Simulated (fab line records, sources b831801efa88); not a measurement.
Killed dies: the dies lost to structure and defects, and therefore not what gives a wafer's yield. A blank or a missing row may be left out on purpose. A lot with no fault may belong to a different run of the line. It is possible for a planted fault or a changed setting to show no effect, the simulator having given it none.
fab line records -- flow sky130
record lots=11, wafers=33, last-day=50
route steps=708 shown VIA3@597 METAL4@598 METAL5@677 PAD_OPEN@708
lots that met no fault: taken from a fault-free run of the same line
start-h: the number of hours between the record's first day and the start of the first shown wafer of the lot -- wait-h: hours elapsed since this lot's preceding step -- " unchanged from the row above -- L1.1+2: one row covering several wafers at once -- - no value, or no start was given -- * or withheld: withheld -- < > ~ a bound
route shown NAME@n: names a module that has steps shown in the file, with the first one's number in the route -- usual: average and standard deviation across the fault-free wafers -- same: alike in all rows -- chamber/n: place in a boat -- sites: each site's reading -- _std_site: standard deviation of those values -- _edge_site: mean of outer sites minus mean of inner sites -- radius-mm: how far each site lies from the wafer's centre -- mask NAME#n: copy n -- behind: the tool/chamber that last shaped the wafer -- hold: the reason the lot was held/the length of the hold in hours/how it ended -- device: transistor that didn't switch, given as n, p or np -- end of line: the tests these same wafers got at the end of their route -- a step given without rows: its recipe and nothing more -- killed: at the first sort, the dies lost to defects and structure; wafer yield is something else -- map: the dies of a wafer, with x for killed, . for not killed, _ for no die there
set.NAME: setting as actually run; set.NAME@STEP: the setting as run at that earlier step -- model.NAME: the simulator's own value behind a step, which no gauge read
steps of the route over a sample of lots; a table a step, a row a wafer
services: a tool's chamber out of use, with start hour (start-h, from the record's first day; less than 0 if before it), hours out, and reason
## steps
# step SKY_VIA3_CMP_24
# recipe stop-on=SiO2, t-overpolish-s=20, down-force-psi=3.5, platen-rpm=60, target-thk-nm=0, pad-velocity-m-s=0.94248
# usual motor-current-A=11.1/0.97, overpolish-run-s=20.001/0.0092, time-to-endpoint-s=96/4.2
# same t-overpolish-s=20
lot.wafer,tool,chamber,start-h,wait-h,motor-current-A,overpolish-run-s,time-to-endpoint-s
L316.2,cmp-02,0,927.59,0.0,13.0,20.020,89
L316.4,cmp-02,2,927.59,0.0,10.3,19.997,94
L316.6,cmp-02,1,927.59,0.0,9.7,19.995,95
L318.3,cmp-02,1,943.31,0.1,9.6,20.012,95
L318.4,cmp-02,2,943.31,0.1,10.6,20.009,94
L318.6,cmp-02,0,943.31,0.1,11.4,19.991,88
L322.3,cmp-01,0,980.85,0.0,10.5,19.994,97
L322.4,cmp-01,1,980.85,0.0,11.1,19.992,98
L322.5,cmp-01,0,980.85,0.0,10.2,20.003,100
L324.4,cmp-02,1,1001.69,0.1,8.8,20.005,110
L324.1,cmp-02,3,1001.69,0.1,11.9,20.007,104
L324.5,cmp-02,1,1001.69,0.1,9.7,20.004,104
L329.1,cmp-02,3,1028.33,0.1,11.7,20.015,99
L329.4,cmp-02,0,1028.33,0.1,12.1,19.992,93
L329.3,cmp-02,1,1028.33,0.1,8.8,19.994,101
L330.3,cmp-01,1,1032.26,0.1,12.0,19.995,96
L330.4,cmp-01,2,1032.26,0.1,10.9,20.002,89
L330.5,cmp-01,0,1032.26,0.1,11.4,19.995,94
L331.4,cmp-01,3,1038.88,0.0,10.7,19.999,93
L331.6,cmp-01,3,1038.88,0.0,10.8,20.014,93
L331.5,cmp-01,0,1038.88,0.0,11.0,19.995,94
L332.3,cmp-02,3,1044.08,0.1,12.3,20.016,107
L332.1,cmp-02,0,1044.08,0.1,12.4,20.003,101
L332.4,cmp-02,1,1044.08,0.1,9.5,19.992,108
L335.1,cmp-01,1,1059.54,0.1,11.4,20.005,96
L335.4,cmp-01,3,1059.54,0.1,10.2,20.015,97
L335.2,cmp-01,0,1059.54,0.1,10.9,19.999,97
L338.4,cmp-01,1,1079.30,0.0,11.4,20.015,93
L338.2,cmp-01,3,1079.30,0.0,10.4,20.017,92
L338.5,cmp-01,1,1079.30,0.0,11.4,19.998,91
L339.1,cmp-01,1,1095.45,0.1,10.6,20.006,97
L339.3,cmp-01,2,1095.45,0.1,11.4,19.996,92
L339.4,cmp-01,0,1095.45,0.1,10.6,19.993,99
# step SKY_METAL4_SPUTTER_00
# recipe material=Ti, target-thk-nm=15, power-w=3000, time-s=10, chamber-pressure-pa=0.4
# usual throttle-valve-pct=29.9/0.85
lot.wafer,tool,chamber,start-h,wait-h,throttle-valve-pct
L316.2,pvd-sputter-03,-,927.89,0.2,30.4
L316.4,pvd-sputter-03,-,927.89,0.2,30.2
L316.6,pvd-sputter-03,-,927.89,0.2,31.5
L318.3,pvd-sputter-03,-,943.51,0.1,31.3
L318.4,pvd-sputter-03,-,943.51,0.1,29.1
L318.6,pvd-sputter-03,-,943.51,0.1,30.3
L322.3,pvd-sputter-04,-,981.15,0.2,30.1
L322.4,pvd-sputter-04,-,981.15,0.2,28.9
L322.5,pvd-sputter-04,-,981.15,0.2,30.3
L324.1,pvd-sputter-03,-,1001.94,0.1,31.8
L324.4,pvd-sputter-03,-,1001.94,0.1,30.5
L324.5,pvd-sputter-03,-,1001.94,0.1,30.2
L329.1,pvd-sputter-03,-,1028.63,0.2,31.4
L329.3,pvd-sputter-03,-,1028.63,0.2,30.4
L329.4,pvd-sputter-03,-,1028.63,0.2,29.8
L330.3,pvd-sputter-03,-,1032.47,0.2,30.7
L330.4,pvd-sputter-03,-,1032.47,0.2,30.2
L330.5,pvd-sputter-03,-,1032.47,0.2,30.6
L331.4,pvd-sputter-04,-,1039.18,0.2,30.0
L331.5,pvd-sputter-04,-,1039.18,0.2,30.1
L331.6,pvd-sputter-04,-,1039.18,0.2,30.4
L332.1,pvd-sputter-02,-,1044.33,0.1,30.2
L332.3,pvd-sputter-02,-,1044.33,0.1,28.6
L332.4,pvd-sputter-02,-,1044.33,0.1,28.8
L335.1,pvd-sputter-03,-,1059.84,0.2,30.5
L335.2,pvd-sputter-03,-,1059.84,0.2,31.3
L335.4,pvd-sputter-03,-,1059.84,0.2,29.1
L338.2,pvd-sputter-02,-,1079.60,0.1,28.8
L338.4,pvd-sputter-02,-,1079.60,0.1,30.5
L338.5,pvd-sputter-02,-,1079.60,0.1,30.0
L339.1,pvd-sputter-04,-,1095.75,0.2,30.2
L339.3,pvd-sputter-04,-,1095.75,0.2,28.7
L339.4,pvd-sputter-04,-,1095.75,0.2,30.2
# step SKY_METAL4_ETCH_16
# recipe chemistry=N2/H2, target=BARC, ion-energy-ev=200, bias-w=100, pressure-mtorr=30, n2-flow-sccm=100, h2-flow-sccm=200, icp-w=500, stop-on=SiO2, time-s=88.2, target-depth-a=600
# usual drypump-motor-current-A=5.8/0.46, oes-product-au=0.626/0.0052, throttle-valve-pct=13.205/0.0095
lot.wafer,tool,chamber,start-h,wait-h,drypump-motor-current-A,oes-product-au,rf-hours-counter-h,throttle-valve-pct
L316.2,rie-metal-03,0,977.54,0.0,6.5,0.623,14,13.201
L316.4,rie-metal-03,1,977.54,0.0,5.3,0.626,-,13.201
L316.6,rie-metal-03,0,977.54,0.0,6.6,0.627,-,13.227
L318.3,rie-metal-04,0,992.41,0.0,5.7,0.628,-,13.219
L318.4,rie-metal-04,1,992.41,0.0,5.1,0.627,-,13.201
L318.6,rie-metal-04,1,992.41,0.0,5.1,0.633,-,13.222
L322.3,rie-metal-03,1,1028.78,0.0,5.4,0.630,-,13.214
L322.4,rie-metal-03,0,1028.78,0.0,6.5,0.625,-,13.185
L322.5,rie-metal-03,1,1028.78,0.0,5.4,0.628,-,13.207
L324.1,rie-metal-04,0,1048.45,0.0,5.8,0.630,21,13.211
L324.4,rie-metal-04,0,1048.45,0.0,5.7,0.625,-,13.214
L324.5,rie-metal-04,0,1048.45,0.0,5.8,0.623,-,13.211
L329.1,rie-metal-04,0,1073.44,0.0,5.7,0.628,22,13.195
L329.3,rie-metal-04,1,1073.44,0.0,5.1,0.622,-,13.226
L329.4,rie-metal-04,0,1073.44,0.0,5.8,0.626,-,13.212
L330.3,rie-metal-02,0,1077.63,0.0,6.0,0.629,-,13.217
L330.4,rie-metal-02,1,1077.63,0.0,5.7,0.629,-,13.208
L330.5,rie-metal-02,1,1077.63,0.0,5.7,0.619,-,13.203
L331.4,rie-metal-04,0,1082.43,0.0,5.8,0.628,-,13.215
L331.5,rie-metal-04,0,1082.43,0.0,5.8,0.621,-,13.203
L331.6,rie-metal-04,1,1082.43,0.0,5.1,0.631,-,13.226
L332.1,rie-metal-02,0,1088.33,0.0,6.0,0.633,24,13.222
L332.3,rie-metal-02,1,1088.33,0.0,5.7,0.622,-,13.199
L332.4,rie-metal-02,0,1088.33,0.0,6.1,0.620,-,13.216
L335.1,rie-metal-02,0,1102.94,0.0,6.1,0.623,24,13.201
L335.2,rie-metal-02,1,1102.94,0.0,5.7,0.616,14,13.208
L335.4,rie-metal-02,0,1102.94,0.0,6.1,0.619,-,13.185
L338.2,rie-metal-03,0,1121.30,0.0,6.5,0.621,25,13.212
L338.4,rie-metal-03,0,1121.30,0.0,6.5,0.629,-,13.219
L338.5,rie-metal-03,0,1121.30,0.0,6.5,0.626,-,13.206
L339.1,rie-metal-02,0,1135.60,0.0,6.1,0.626,27,13.208
L339.3,rie-metal-02,0,1135.60,0.0,6.0,0.639,-,13.214
L339.4,rie-metal-02,1,1135.60,0.0,5.7,0.635,-,13.191
# step SKY_METAL5_STRIP_16
# recipe chemistry=O2/N2, power-w=1400, pressure-mtorr=1500, platen-temp-c=withheld, o2-flow-sccm=3000, n2-flow-sccm=300, overash-fraction=0.5
# usual chamber-pressure-mTorr=1500.1/1.2, drypump-motor-current-A=5.8/0.43, oes-product-au=0.710/0.0046, strip-time-to-endpoint-s=13.05/0.15
lot.wafer,tool,chamber,start-h,wait-h,chamber-pressure-mTorr,drypump-motor-current-A,oes-product-au,rf-hours-counter-h,strip-time-to-endpoint-s
L316.2,plasma-asher-01,0,1028.04,0.2,1497.8,6.1,0.712,95,13.20
L316.4,plasma-asher-01,0,1028.04,0.2,1499.6,6.1,0.707,-,13.16
L316.6,plasma-asher-01,0,1028.04,0.2,1500.2,6.2,0.712,-,13.17
L318.3,plasma-asher-04,1,1042.24,0.1,1500.2,6.2,0.706,-,13.11
L318.4,plasma-asher-04,0,1042.24,0.1,1498.8,6.0,0.711,-,13.22
L318.6,plasma-asher-04,0,1042.24,0.1,1497.9,6.0,0.706,-,13.16
L322.3,plasma-asher-01,1,1074.82,0.1,1498.8,5.1,0.707,-,12.89
L322.4,plasma-asher-01,0,1074.82,0.1,1498.8,6.1,0.720,-,12.81
L322.5,plasma-asher-01,1,1074.82,0.1,1500.7,5.1,0.708,-,12.83
L324.1,plasma-asher-04,1,1093.15,0.2,1500.0,6.2,0.711,58,12.81
L324.4,plasma-asher-04,0,1093.15,0.2,1500.1,6.0,0.715,-,13.03
L324.5,plasma-asher-04,1,1093.15,0.2,1498.3,6.1,0.711,-,12.84
L329.1,plasma-asher-04,1,1118.28,0.4,1499.7,6.2,0.713,61,13.00
L329.3,plasma-asher-04,0,1118.28,0.4,1496.6,6.0,0.711,-,12.98
L329.4,plasma-asher-04,1,1118.28,0.4,1500.7,6.2,0.707,-,12.98
L330.3,plasma-asher-04,1,1120.64,0.1,-,-,-,-,-
L330.4,plasma-asher-04,0,1120.64,0.1,-,-,-,-,-
L330.5,plasma-asher-04,0,1120.64,0.1,-,-,-,-,-
L331.4,plasma-asher-01,0,1125.59,0.1,-,-,-,-,-
L331.5,plasma-asher-01,1,1125.59,0.1,-,-,-,-,-
L331.6,plasma-asher-01,0,1125.59,0.1,-,-,-,-,-
L332.1,plasma-asher-01,1,1130.44,0.2,-,-,-,-,-
L332.3,plasma-asher-01,1,1130.44,0.2,-,-,-,-,-
L332.4,plasma-asher-01,0,1130.44,0.2,-,-,-,-,-
L335.1,plasma-asher-01,0,1145.39,0.2,1499.0,6.2,0.706,107,13.23
L335.2,plasma-asher-01,1,1145.39,0.2,1499.4,5.1,0.699,107,13.31
L335.4,plasma-asher-01,0,1145.39,0.2,1499.3,6.2,0.705,-,13.29
L338.2,plasma-asher-04,0,1162.55,0.3,1499.6,6.0,0.702,65,12.97
L338.4,plasma-asher-04,1,1162.55,0.3,1501.0,6.2,0.709,-,12.94
L338.5,plasma-asher-04,1,1162.55,0.3,1501.0,6.1,0.707,-,12.84
L339.1,plasma-asher-02,1,1174.63,0.2,1499.6,6.2,0.703,11,13.12
L339.3,plasma-asher-02,1,1174.63,0.2,1499.9,6.2,0.714,-,13.24
L339.4,plasma-asher-02,0,1174.63,0.2,1500.6,5.5,0.710,-,13.08
# step SKY_PAD_OPEN_PROBE_99
# usual defect-limited-yield=82.5/1.8, killed_at_M0_to_M3=43/6.5, killed_at_M4_up=3/1.7, killed-at-contacts=25/5.1, killed-at-front-end=15/3.8, killed-at-other=0.2/0.45, killed-dies=86/8.8, killed-open=47/6.7, killed-short=39/6, sort_bin_3_pad_short=0.9/0.46, sort_bin_5_function=10.2/1.4, sort_bin_6_memory=6.4/1, sort-n-pass=406/8.8, sort-yield-pct=82.5/1.8
# same gross-dies=492, killed-at-back-side=0, sort_bin_4_leakage[%]=0, sort_bin_8_speed[%]=0
lot.wafer,tool,chamber,start-h,wait-h,defect-limited-yield[%],killed_at_M0_to_M3,killed_at_M4_up,killed-at-contacts,killed-at-front-end,killed-at-other,killed-dies,killed-open,killed-short,sort_bin_3_pad_short[%],sort_bin_5_function[%],sort_bin_6_memory[%],sort-n-pass,sort-yield-pct[%]
L330.3,prober-02,-,1161.27,0.2,80.5,46,2,24,24,0,96,50,46,1.2,9.8,8.5,396,80.5
L330.4,prober-02,-,1161.32,0.2,80.3,50,4,23,20,0,97,53,44,0.2,13.2,6.3,395,80.3
L330.5,prober-02,-,1161.37,0.2,83.7,37,4,21,17,1,80,39,41,0.8,10.0,5.5,412,83.7
L332.1,prober-02,-,1169.69,0.1,83.5,36,1,30,14,0,81,46,35,1.0,9.1,6.3,411,83.5
L332.3,prober-02,-,1169.79,0.2,82.7,39,2,23,21,0,85,41,44,0.4,9.8,7.1,407,82.7
L332.4,prober-02,-,1169.84,0.2,84.3,33,5,26,13,0,77,46,31,0.6,9.8,5.3,415,84.3
# killed by level:class
L330.3 VIA3:geometric-particle:open=9 POLY_GATE:geometric-particle:open=8 VIA1:geometric-particle:open=8 CONTACT:geometric-particle:open=7 METAL2:geometric-particle:short=7 POLY_GATE:geometric-particle:short=6 LOCAL_INTERCONNECT:geometric-particle:short=5 VIA2:geometric-particle:open=5
L330.4 VIA1:geometric-particle:open=15 METAL2:geometric-particle:short=10 LI_CONTACT:geometric-particle:open=8 VIA3:geometric-particle:open=6 FIELD_ISO:geometric-particle:open=5 CONTACT:geometric-particle:short=5 POLY_GATE:geometric-particle:short=5 POLY_GATE:geometric-particle:open=5
L330.5 CONTACT:geometric-particle:open=8 VIA1:geometric-particle:open=7 LI_CONTACT:geometric-particle:open=7 METAL1:geometric-particle:short=7 METAL2:geometric-particle:short=5 POLY_GATE:geometric-particle:short=4 POLY_GATE:geometric-particle:open=4 METAL3:geometric-particle:short=4
L332.1 VIA1:geometric-particle:open=9 CONTACT:geometric-particle:open=8 VIA3:geometric-particle:open=7 LOCAL_INTERCONNECT:geometric-particle:short=7 LI_CONTACT:geometric-particle:open=6 METAL2:geometric-particle:short=6 POLY_GATE:geometric-particle:open=5 FIELD_ISO:geometric-particle:short=4
L332.3 CONTACT:geometric-particle:open=9 FIELD_ISO:geometric-particle:open=7 VIA3:geometric-particle:short=6 POLY_GATE:geometric-particle:short=5 METAL1:geometric-particle:short=5 VIA1:geometric-particle:open=5 VIA1:geometric-particle:short=5 VIA2:geometric-particle:open=5
L332.4 LI_CONTACT:geometric-particle:open=8 VIA3:geometric-particle:open=8 VIA1:geometric-particle:open=7 POLY_GATE:geometric-particle:open=5 CONTACT:geometric-particle:short=5 CONTACT:geometric-particle:open=5 METAL2:geometric-particle:short=4 LOCAL_INTERCONNECT:geometric-particle:short=4
## services
tool,chamber,start-h,hours,kind
cmp-02,-,912.00,4.0,pm
cmp-02,-,919.46,5.2,repair
pvd-sputter-03,-,920.64,3.4,repair
rie-metal-02,1,923.38,7.8,repair
pvd-sputter-03,-,933.30,1.5,repair
rie-metal-02,1,942.95,4.0,repair
plasma-asher-01,-,960.62,4.3,pm
cmp-01,-,981.87,5.2,pm
rie-metal-04,1,998.52,13.1,repair
cmp-02,-,1012.63,4.0,repair
cmp-01,-,1015.11,1.5,repair
rie-metal-04,-,1025.57,1.0,repair
cmp-01,-,1030.60,0.5,repair
rie-metal-04,-,1035.37,1.1,repair
rie-metal-04,-,1037.63,4.3,pm
cmp-01,-,1046.85,1.7,repair
rie-metal-04,-,1057.26,10.7,repair
cmp-01,-,1084.04,4.0,pm
cmp-02,-,1084.58,1.6,repair
rie-metal-04,0,1136.53,4.1,repair
cmp-02,-,1145.96,6.0,pm
cmp-02,-,1155.15,4.6,repair
cmp-01,-,1158.24,1.2,repair
cmp-02,-,1170.65,4.8,pm
## key
first-sign step=SKY_METAL5_STRIP_16, reading=tool-record, direction=missing
effect none on later readings
met-at SKY_METAL5_STRIP_16
struck-lots L330,L331,L332
not-acting-at SKY_VIA3_CMP_24,SKY_METAL4_SPUTTER_00,SKY_METAL4_ETCH_16
onset-between 1118.28 1120.64
fault kind=skipped-step-whole, tool=plasma-asher-01,plasma-asher-04, chamber=-, onset-h=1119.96, steps=SKY_METAL5_STRIP_16, scope=struck-lots-only
